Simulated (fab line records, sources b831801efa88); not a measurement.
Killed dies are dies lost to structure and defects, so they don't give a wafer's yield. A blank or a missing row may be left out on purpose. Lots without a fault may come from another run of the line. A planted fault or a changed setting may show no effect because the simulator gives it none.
Chamber matching | flow sky130 | SKY_POLY_CUT_ETCH_11 on rie_diel-01: 4 sister chambers
The step etches Si3N4 in CF4/CH2F2/Ar, stops on poly-Si, time 42.5 s, target depth 60 nm. 14 wafers are shown with their chamber, then 7 later ones without.

WAFERS WITH THEIR CHAMBER
wafer  | chamber | drypump_motor_current_A (A) | run_length_s (s) | oes_product_au (a.u.)
L331.1 | 0       | 5.69                        | 71.5             | 0.839
L331.2 | 1       | 5.41                        | 70.0             | 0.827
L331.3 | 3       | 5.81                        | 70.6             | 0.839
L333.4 | 3       | 5.83                        | 71.0             | 0.840
L333.5 | 0       | 5.72                        | 71.1             | 0.837
L333.6 | 1       | 5.42                        | 70.3             | 0.826
L335.2 | 2       | 5.84                        | 71.8             | 0.826
L335.4 | 3       | 5.83                        | 70.9             | 0.829
L335.6 | 2       | 5.83                        | 71.3             | 0.830
L336.1 | 2       | 5.84                        | 71.3             | 0.833
L336.2 | 0       | 5.73                        | 71.5             | 0.835
L336.6 | 1       | 5.37                        | 70.2             | 0.837
L338.2 | 1       | 5.39                        | 69.9             | 0.839
L338.3 | 2       | 5.85                        | 71.6             | 0.832

SIGNATURES (means of the wafers above)
reading                 | chamber 0 | chamber 1 | chamber 2 | chamber 3 | scatter within a chamber
drypump_motor_current_A | 5.7133    | 5.3975    | 5.8400    | 5.8233    | 0.0168
run_length_s            | 71.367    | 70.100    | 71.500    | 70.833    | 0.218
oes_product_au          | 0.83700   | 0.83225   | 0.83025   | 0.83600   | 0.00495
Rule: a wafer's distance from a chamber is the root of the sum, over the readings, of the square of ((its reading less the chamber's mean) divided by the reading's scatter). The wafer belongs to the nearest chamber; if the next one is less than 2 further off, it can't be placed. The scatter: the root of (the sum of the squares of (reading less its chamber's mean) over the shown wafers, divided by (wafers less chambers)).

WAFERS WITHOUT THEIR CHAMBER
wafer  | drypump_motor_current_A (A) | run_length_s (s) | oes_product_au (a.u.)
L338.4 | 5.82                        | 71.4             | 0.838
L340.4 | 5.80                        | 70.8             | 0.835
L340.5 | 5.74                        | 71.0             | 0.832
L340.6 | 5.38                        | 70.1             | 0.849
L353.1 | 5.83                        | 71.8             | 0.825
L353.2 | 5.38                        | 70.2             | 0.824
L353.4 | 5.84                        | 71.4             | 0.829

WHICH CHAMBER EACH WENT THROUGH
wafer  | from the rows above     | in truth
L338.4 | can't be placed: 2 or 3 | 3
L340.4 | 3                       | 3
L340.5 | 0                       | 0
L340.6 | 1                       | 1
L353.1 | 2                       | 2
L353.2 | 1                       | 1
L353.4 | 2                       | 2
Placed correctly: 6 of 7. Can't be placed from these rows: 1 (the true chamber is among the candidates in 1). Placed wrongly: 0.
